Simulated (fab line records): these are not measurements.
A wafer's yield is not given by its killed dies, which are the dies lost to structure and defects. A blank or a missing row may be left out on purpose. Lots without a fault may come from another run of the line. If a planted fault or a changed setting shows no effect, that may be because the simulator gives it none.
Struck lot and sound lot, side by side | flow sky130 | 21 out of 708 route steps
Sound: these wafers, L123.1, L123.5, L123.6. Wafers struck: L137.1, L137.3, L137.5. The cause comes at the end.
Per side, at each step with rows, come the tool, then ch with its chambers, and then its first start. Under that, the readings that differ: sound wafers | struck wafers | difference of the means | sigmas: that difference in standard deviations of wafers without a fault.
alike: same words and numbers on both sides, and readings whose means sit less than 2 such deviations apart. not compared: any withheld reading, any reading some wafer has no value for, any bound like >300 that may hide the same value, and any number with overlapping values for which the record gives no deviation.
The two part at a step that has a row with sigmas, a row that says differs or no value, or rows on one side only. Non-overlapping numbers with no deviation appear without sigmas and do not part them. A reading missing from all wafers of one side parts the sides only when that side holds two or more wafers.

SKY_POLY_GATE_CD_MEAS_22:
  sound: cd-sem-02 at day 19 02:17; struck: cd-sem-01 at day 24 08:21
  alike: cd-nm
then, 7 steps without rows for these wafers: SKY_LDD_N_DEHYDRATE_00 (time 60 s); SKY_LDD_N_HMDS_01 (prime time 60 s); SKY_LDD_N_COAT_02 (resist thk 300 nm); SKY_LDD_N_SOFTBAKE_03 (time 60 s); SKY_LDD_N_EXPOSE_04 (exposes mask NTM, target cd 840 nm); SKY_LDD_N_PEB_05; SKY_LDD_N_DEVELOP_06 (develop time 58.72 s).
SKY_LDD_N_OVL_MEAS_07:
  sound: overlay-02 at day 20 09:22; struck: overlay-02 at day 25 14:07
  alike: LDD_N_OVL
then, 3 steps without rows for these wafers: SKY_LDD_N_IMPLANT_08; SKY_LDD_N_IMPLANT_09; SKY_LDD_N_IMPLANT_10.
SKY_LDD_N_IMPLANT_11:
  sound on implanter-04 ch 0, day 20 09:51; struck on implanter-03 ch 0, day 25 14:36
  reading            | sound                         | struck                           | difference  | sigmas
  beam-on-s (s)      | 9.88 10.26 9.66               | 40.27 39.52 38.96                | +29.65      | +99 or more
  dose-ions-cm2      | 7.478e+13 7.493e+13 7.483e+13 | 3.4325e+14 3.4333e+14 3.4341e+14 | +2.6848e+14 | +99 or more
  faraday-current-uA | 426 412 437                   | 479 488 495                      | +62         | +8
then, 4 steps without rows for these wafers: SKY_LDD_N_IMPLANT_12; SKY_LDD_N_IMPLANT_13; SKY_LDD_N_IMPLANT_14; SKY_LDD_N_IMPLANT_15.
SKY_LDD_N_STRIP_16: strips in O2/N2.
  sound on plasma-asher-04 ch 0,1, day 20 10:36; struck on plasma-asher-03 ch 0,1, day 25 15:21
  reading                      | sound             | struck            | difference | sigmas
  strip-time-to-endpoint-s (s) | 4.330 4.337 4.329 | 4.997 4.980 4.987 | +0.656     | +55
  alike: drypump-motor-current-A, oes-product-au
  not compared: rf-hours-counter-h
SKY_LDD_N_TW_MEAS_17:
  sound: film-metro-02 at day 20 10:42; struck: film-metro-04 at day 25 15:27
  reading  | sound          | struck         | difference | sigmas
  LDD_N_TW | 2619 2629 2613 | 2907 2892 2889 | +276       | +17
then, 1 step without rows for these wafers: SKY_LDD_P_DEHYDRATE_00 (time 60 s).
-- record jumps: 25 days separate the struck wafers' starts on either side; left off in module LDD_P, taken up again in module PAD_OPEN, whose first shown step is the route's number 708 --
SKY_PAD_OPEN_PROBE_99:
  sound: prober-02 at day 47 12:54; struck: prober-02 at day 50 18:26
  reading                                   | sound               | struck               | difference | sigmas
  model.etest.tip-n.rs-ohm-sq               | 444.8 446.2 447.3   | 310 309.7 309.3      | -136       |
  model.etest.nfet_01v8.r-on-ohm-um         | 847.8 846.2 837.4   | 785 778.5 771.1      | -66        |
  model.etest.nfet_01v8_lvt.drive-ua-um     | 566.3 573 577       | 608.3 618.5 615.2    | +41.9      |
  model.etest.nfet_01v8_turned.drive-ua-um  | 492.5 502.4 505.3   | 533.9 536.4 538      | +36.0      |
  model.etest.nfet_01v8.drive-ua-um         | 493.4 500.2 501.9   | 531.9 539.6 540.2    | +38.7      |
  model.etest.sram-nfet-pass.drive-ua-um    | 496.8 487.7 506.4   | 522.4 528.8 526.9    | +29.1      |
  model.etest.nfet_01v8_swapped.drive-ua-um | 496.6 500.9 499.6   | 526.5 534 535.4      | +32.9      |
  model.etest.sram-nfet-pass.off-log10-a-um | -12.48 -12.7 -12.34 | -12.15 -12.26 -12.31 | +0.27      |

== WHERE THEY PART ==
Last at SKY_LDD_N_TW_MEAS_17 as far as this record goes, first at SKY_LDD_N_IMPLANT_11.

WHY: what had been put in by the simulator
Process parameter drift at SKY_LDD_N_IMPLANT_11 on implanter-03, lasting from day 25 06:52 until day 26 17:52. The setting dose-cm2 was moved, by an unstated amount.
